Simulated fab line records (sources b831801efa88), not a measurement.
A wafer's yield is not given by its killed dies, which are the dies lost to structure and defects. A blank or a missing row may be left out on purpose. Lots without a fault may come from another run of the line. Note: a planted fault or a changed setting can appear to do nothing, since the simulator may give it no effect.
Chamber matching -- flow sfqLine -- 4 sister chambers for SFQ_TRILAYER_I2_VIA_BARC_OPEN_VIA_ETCH_096 on rieDiel-02
The step etches BARC in O2, target depth 125 nm, time 41.7 s. 8 wafers are shown with their chamber, then 6 later ones without.

## WAFERS PAIRED WITH THEIR CHAMBERS
wafer,chamber,runLengthS (s),oesProductAu (a.u.)
L862.6,2,71.0,0.676
L864.3,0,69.6,0.682
L864.5,1,70.2,0.687
L864.6,2,70.6,0.695
L866.1,1,70.0,0.683
L866.6,3,69.8,0.692
L868.3,3,70.1,0.680
L868.5,0,69.5,0.684

## WAFERS WITH NO CHAMBER GIVEN
wafer,runLengthS (s),oesProductAu (a.u.)
L868.6,70.1,0.685
L873.2,69.5,0.680
L873.3,70.8,0.687
L873.4,69.8,0.688
L882.2,70.6,0.686
L882.5,70.6,0.684

## CHAMBER TAKEN BY EACH
wafer,from the rows above,in truth
L868.6,can't be placed: 1 or 3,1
L873.2,can't be placed: 0 or 3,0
L873.3,2,2
L873.4,can't be placed: 3 or 0 or 1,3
L882.2,can't be placed: 2 or 1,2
L882.5,can't be placed: 2 or 1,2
Correct placement for 1 of the 6. Cannot be placed on the basis of these rows: 5; the candidates contain the true chamber in 5. Wrongly placed: 0.
How it was worked out, from the rows above alone: a wafer's distance from a chamber is the root of the sum, over the readings, of the square of ((its reading less the chamber's mean) divided by the reading's scatter). If the next closest chamber is less than 2 further off than the closest, the wafer can't be placed; otherwise it belongs to the closest. Each chamber's mean is taken over the wafers shown for it. The scatter: take each reading less its chamber's mean, square it, sum over the shown wafers, divide by the number of wafers less the number of chambers, and take the root.
